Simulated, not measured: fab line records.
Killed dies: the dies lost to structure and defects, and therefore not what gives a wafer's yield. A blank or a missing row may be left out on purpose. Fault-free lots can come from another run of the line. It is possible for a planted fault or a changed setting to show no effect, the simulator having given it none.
8D (eight disciplines) problem report, filled in by code | flow sky130 | the parts of the form that need people (team, actions taken, sign-off) are left out

1. THE PROBLEM
At SKY_VIA3_ETCH_14, oes product au averages 1.002 a.u. over 6 wafers from 2 lots, while fault-free wafers read 0.855 a.u., standard deviation 0.0045. That is +33 standard deviations from the usual mean.
The step: etches BARC in N2/H2, stops on SiO2, time 45.9 s, target depth 60 nm.
First observed at day 45 14:10: wafer L202.3, on rie diel-01. The record holds 42 wafers of 14 lots with a number at this step. Rule for "out", or "out of limits": more than 4 standard deviations from the usual mean. All remaining wafers that have a number are taken as sound.

2. WHAT IT IS AND WHAT IT IS NOT
question                    | is                           | is not
which readings at this step | oes product au, run length s | drypump motor current A
which lots                  | L202, L203                   | L182, L184, L185, L186, L188, L189, L190, L191, L193, L198, L204, L205
which wafers of those lots  | all that have a number       | -
read on which tools         | rie diel-01                  | rie diel-02, rie diel-04
when                        | from day 45 14:10            | up to then (30 sound wafers); but 6 sound wafers of L204, L205 came after

3. SUSPECTS, AND WHAT RULES EACH OUT
Counting: a tool at any process step up to the reading remains a suspect when it ran all the lots that are out and ran no sound lot after the first of those.
- rie diel-01 at SKY_VIA3_ETCH_14 (etches BARC in N2/H2, stops on SiO2, time 45.9 s, target depth 60 nm): kept. It processed each lot that is out, first L202 at day 45 14:10, and no sound lot thereafter; up to then, the last sound lot it processed was L198 at day 44 14:01. Its own readings are out on those wafers: oes product au, run length s.
Remaining after the count: rie diel-01 at SKY_VIA3_ETCH_14.

4. THE CAUSE (what the simulator had put in)
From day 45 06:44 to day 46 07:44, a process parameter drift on rie diel-01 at SKY_VIA3_ETCH_14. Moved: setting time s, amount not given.
Counting left only this tool.

5. THE EFFECT CHAIN, in route order
Rows list readings where the struck wafers' mean (over those with a number) sits beyond 3 standard deviations from the usual. Only readings for which the record gives a usual standard deviation are gone through. hours: the time from each lot's start at the first step in this table that gives one to its start at this step, as a median over the lots. sigmas: the change in usual standard deviations.
hours | step              | reading                  | usual      | on struck wafers | change | sigmas
0     | SKY_VIA3_ETCH_14  | oes product au           | 0.855 a.u. | 1.002            | +0.147 | +33
0     | SKY_VIA3_ETCH_14  | run length s             | 74.1 s     | 60.5             | -13.6  | -33
0     | SKY_VIA3_ETCH_15  | oes product au           | 0.946 a.u. | 0.849            | -0.097 | -21
0     | SKY_VIA3_STRIP_16 | strip time to endpoint s | 4.138 s    | 4.286            | +0.148 | +5.7
Here are the process steps it includes:
- SKY_VIA3_ETCH_14: etches BARC in N2/H2, stops on SiO2, time 45.9 s, target depth 60 nm.
- SKY_VIA3_ETCH_15: etches SiO2 in C4F8/O2/Ar, stops on TiN, target depth 507 nm, time 78 s.
- SKY_VIA3_STRIP_16: strips in O2/N2.

6. WHAT WOULD HAVE CAUGHT IT SOONER
7 hours passed between the start of the fault at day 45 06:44 and the first reading out of limits in this record, taken at day 45 14:10.
